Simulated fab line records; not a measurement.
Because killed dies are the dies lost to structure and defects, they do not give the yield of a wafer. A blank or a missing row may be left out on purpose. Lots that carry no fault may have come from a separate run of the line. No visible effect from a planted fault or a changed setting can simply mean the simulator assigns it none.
Chamber matching -- flow sky130 -- SKY_PASSIVATION_CVD_02 on pecvd-01 has 3 sister chambers
The step deposits Si3N4, target thk 540 nm. 6 wafers are shown with their chamber, then 7 later ones without.

## EACH WAFER AND ITS CHAMBER
wafer,chamber,heater-power-w (W)
L689.4,0,884
L690.1,1,679
L690.4,1,542
L690.5,2,788
L696.1,0,862
L696.2,2,808

## WAFERS WITH NO CHAMBER GIVEN
wafer,heater-power-w (W)
L696.4,670
L697.2,740
L697.3,677
L697.4,552
L705.1,946
L705.2,555
L705.6,607

## CHAMBER TAKEN BY EACH
wafer,from the rows above,in truth
L696.4,can't be placed: 1 or 2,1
L697.2,can't be placed: 2 or 1 or 0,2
L697.3,can't be placed: 1 or 2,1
L697.4,1,1
L705.1,can't be placed: 0 or 2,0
L705.2,1,1
L705.6,1,1
Correct placement for 3 of the 7. Can't be placed from these rows: 4 (the true chamber is among the candidates in 4). 0 placed wrongly.
How it was worked out, from the rows above alone: a wafer's distance from a chamber is the root of the sum, over the readings, of the square of ((its reading less the chamber's mean) divided by the reading's scatter). The wafer belongs to the nearest chamber; if the next one is less than 2 further off, it can't be placed. A chamber's mean is the mean of its shown wafers. The scatter is the square root of a quotient: the sum, over the shown wafers, of each reading's squared deviation from its chamber's mean, divided by wafers minus chambers.
